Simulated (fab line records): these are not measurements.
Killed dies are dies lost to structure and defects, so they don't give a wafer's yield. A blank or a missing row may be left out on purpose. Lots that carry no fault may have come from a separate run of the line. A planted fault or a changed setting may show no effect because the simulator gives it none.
One fault seen from 2 desks || flow sky130 || only its own numbers are on each desk; what lay behind them is given at the end

== THE TOOL OWNER'S DESK: implanter-02 ==
SKY_RES_XHIGH_IMPLANT_07, tool's own readings: per-lot mean of the sampled wafers with a number, covering each lot this tool ran. The brackets show how far a lot's mean lies from the usual mean; more than 4 standard deviations puts the lot out of limits, marked OUT.
Columns: A = tilt-deg at SKY_RES_XHIGH_IMPLANT_07, usual -0.001 degrees
{"lot": "L220", "first seen here": "day 29 00:35", "A": -0.007}
{"lot": "L221", "first seen here": "day 29 03:23", "A": -0.006}
{"lot": "L231", "first seen here": "day 33 01:19", "A": 0.012}
{"lot": "L233", "first seen here": "day 33 05:19", "A": 0.007}
This desk's finding: nothing out of limits on any of the 4 lots.

== FROM THE METROLOGY DESK ==
What the gauges read for every lot (on any tool): the sampled wafers with a number, averaged. The brackets show how far a lot's mean lies from the usual mean; more than 4 standard deviations puts the lot out of limits, marked OUT. Of its 12 readings 7 are shown: those that lie furthest out on some lot.
Columns: A = cd-nm at SKY_SD_P_CD_MEAS_07, usual 380.1 nm; B = SD_P_TW at SKY_SD_P_TW_MEAS_11, usual 2825; C = cd-nm at SKY_SD_N_CD_MEAS_07, usual 380.8 nm; D = SD_N_OVL at SKY_SD_N_OVL_MEAS_08, usual -0.1 nm; E = SD_N_TW at SKY_SD_N_TW_MEAS_12, usual 3975; F = RES_XHIGH_RS at SKY_SD_N_RS_MEAS_18, usual 333.4 ohm/sq; G = LI_CONTACT_BOW at SKY_LI_CONTACT_BOW_MEAS_03, usual 55 um
{"lot": "L219", "first seen here": "day 27 05:55", "A": 383.8, "B": 2833, "C": 380.0, "D": -0.2, "E": 3992, "F": 335.0, "G": 54}
{"lot": "L220", "first seen here": "day 27 19:49", "A": 381.3, "B": 2854, "C": 378.8, "D": 0.5, "E": 3998, "F": 332.1, "G": 55}
{"lot": "L221", "first seen here": "day 27 22:40", "A": 379.6, "B": 2854, "C": 383.0, "D": -0.7, "E": 3977, "F": 333.9, "G": 58}
{"lot": "L225", "first seen here": "day 29 09:36", "A": 381.1, "B": 2863, "C": 381.0, "D": 2.4, "E": 4022, "F": 331.5, "G": 66}
{"lot": "L231", "first seen here": "day 31 21:37", "A": 381.4, "B": 2854, "C": 380.7, "D": -0.7, "E": 4027, "F": 333.7, "G": 56}
{"lot": "L233", "first seen here": "day 32 02:41", "A": 376.8, "B": 2769, "C": 381.1, "D": 0.2, "E": 3886, "F": 331.8, "G": 63}
This desk's finding: nothing out of limits on any of the 6 lots.

== ALL TOGETHER ==
The tool owner's desk saw nothing out of limits.
At the metrology desk, nothing out of limits was observed.

== WHAT THE SIMULATOR PUT IN ==
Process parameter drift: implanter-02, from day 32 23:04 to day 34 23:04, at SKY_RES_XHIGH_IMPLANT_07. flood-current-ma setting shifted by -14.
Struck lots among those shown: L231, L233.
